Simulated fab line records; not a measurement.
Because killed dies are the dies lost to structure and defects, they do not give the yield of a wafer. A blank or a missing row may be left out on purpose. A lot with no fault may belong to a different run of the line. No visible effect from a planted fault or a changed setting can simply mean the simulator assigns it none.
One fault through the eyes of 2 desks	flow sky130	only its own numbers are on each desk; what lay behind them is given at the end

== AT THE METROLOGY DESK ==
What the gauges read, lot by lot, whatever tool the lot ran on: means of the sampled wafers that have a number. The brackets show how far a lot's mean lies from the usual mean; more than 4 standard deviations puts the lot out of limits, marked OUT.
Columns: A = VT_ADJUST_HVTR_OVL at SKY_VT_ADJUST_HVTR_OVL_MEAS_08, usual 0.4 nm
lot	first seen here	A
L225	day 9 07:51	-1.1
L227	day 10 00:36	-0.1
L230	day 11 00:41	0.2
L232	day 11 10:40	-0.2
L233	day 12 05:47	-0.3
L236	day 13 01:56	0.1
L237	day 13 06:14	1.2
L240	day 13 22:03	1.5
L241	day 14 09:17	0.7
L242	day 14 13:25	-0.6
L245	day 15 13:10	0.3
L244	day 15 19:26	1.9
L247	day 16 03:11	1.8
L248	day 16 10:44	0.4
This desk's verdict: no lot among the 14 shows anything out of limits.

== THE TOOL OWNER'S DESK: litho-track-01 ==
The tool's own readings at SKY_GATE_OXIDE_DEVELOP_09 (develop time 60 s): means of the sampled wafers that have a number, for each lot that ran on this tool. The brackets show how far a lot's mean lies from the usual mean; more than 4 standard deviations puts the lot out of limits, marked OUT.
Columns: A = chill-plate-temp-C at SKY_GATE_OXIDE_DEVELOP_09, usual 23.02 C
lot	first seen here	A
L227	day 14 10:50	23.09
L230	day 15 13:53	22.99
L232	day 16 01:31	23.16
L233	day 17 04:01	22.98
L237	day 18 02:14	23.18
L240	day 18 21:10	22.97
L244	day 21 02:37	22.91
This desk's verdict: no lot among the 7 shows anything out of limits.

== TAKEN TOGETHER ==
The metrology desk saw nothing out of limits.
The desk of the tool owner found nothing out of limits.

== WHAT WAS PUT IN BY THE SIMULATOR ==
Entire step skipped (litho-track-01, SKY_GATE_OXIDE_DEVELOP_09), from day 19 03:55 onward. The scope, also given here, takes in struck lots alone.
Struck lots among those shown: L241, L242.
